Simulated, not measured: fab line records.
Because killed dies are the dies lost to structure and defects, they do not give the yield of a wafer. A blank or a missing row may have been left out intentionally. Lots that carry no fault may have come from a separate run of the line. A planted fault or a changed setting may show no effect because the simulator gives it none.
A single fault, viewed from 2 desks / flow gf180mcu / each desk holds nothing but its own numbers, with what lay behind them at the end

== AT THE METROLOGY DESK ==
Means of the sampled wafers that have a number, per lot and without regard to the tool the lot ran on: this is what the gauges read. If a lot's mean is further than 4 standard deviations from the usual mean, the lot is out of limits and carries the mark OUT (the distance appears in the brackets).
Columns: A = M4_OVL at GF_M4_OVL_MEAS_15, usual -2 nm; B = MIM_ALCU_RS at GF_MIM_RS_MEAS_10, usual 0.1603 ohm/sq; C = MIM_ALCU_THK at GF_MIM_THK_MEAS_11, usual 202.0 nm; D = cd nm at GF_M5_CD_MEAS_07, usual 279.9 nm
lot=L721; first seen here=day 23 11:52; A=-9; B=0.1594; C=201.9; D=281.4
lot=L722; first seen here=day 24 01:50; A=-3; B=0.1621; C=200.9; D=281.5
lot=L723; first seen here=day 24 06:34; A=2; B=0.1598; C=201.8; D=278.7
lot=L730; first seen here=day 26 15:47; A=-8; B=0.1738 (+9.6) OUT; C=187.9 (-7.0) OUT; D=279.3
lot=L731; first seen here=day 27 04:35; A=5; B=0.1610; C=200.4; D=282.3
lot=L732; first seen here=day 27 06:17; A=-7; B=0.1720 (+8.4) OUT; C=189.2 (-6.4) OUT; D=278.5
lot=L734; first seen here=day 27 17:31; A=1; B=0.1599; C=203.6; D=279.3
lot=L735; first seen here=day 28 07:40; A=9; B=0.1594; C=203.4; D=280.2
lot=L738; first seen here=day 28 23:52; A=3; B=0.1624; C=199.6; D=279.8
lot=L739; first seen here=day 29 09:34; A=-11; B=0.1603; C=202.1; D=280.0
This desk's result: L730, L732 out of limits, first on L730 (MIM_ALCU_RS at GF_MIM_RS_MEAS_10), day 27 14:56. In limits: L721, L722, L723, L731, L734, L735, L738, L739.

== AT THE TOOL OWNER'S DESK: pvd sputter-03 ==
The tool's own readings at GF_MIM_SPUTTER_08 (material AlCu, target thk 200 nm, time 10.6 s): means of the sampled wafers that have a number, for each lot that ran on this tool. If a lot's mean is further than 4 standard deviations from the usual mean, the lot is out of limits and carries the mark OUT (the distance appears in the brackets).
Columns: A = cathode dc power W at GF_MIM_SPUTTER_08, usual 10600 W; B = throttle valve pct at GF_MIM_SPUTTER_08, usual 29.3 %
lot=L730; first seen here=day 27 14:53; A=9858 (-99 or more) OUT; B=30.0
lot=L732; first seen here=day 28 05:20; A=9859 (-99 or more) OUT; B=30.1
This desk's finding: out of limits on L730, L732; first on L730, day 27 14:53 (cathode dc power W at GF_MIM_SPUTTER_08). In limits: none.

== ALL TOGETHER ==
The tool owner's desk could have raised an alarm at day 27 14:53, on L730, L732.
The metrology desk could have raised an alarm at day 27 14:56, on L730, L732.
GF_MIM_SPUTTER_08 was run on pvd sputter-03 by each of the lots named.

== WHAT THE SIMULATOR PUT IN ==
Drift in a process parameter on pvd sputter-03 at GF_MIM_SPUTTER_08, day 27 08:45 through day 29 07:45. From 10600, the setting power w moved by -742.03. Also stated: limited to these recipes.
Lots struck among those shown: L730, L732.
Delay (hours) between the fault's onset and each desk's first out-of-limits reading: 6 at the tool owner's desk, 6 at the metrology desk.
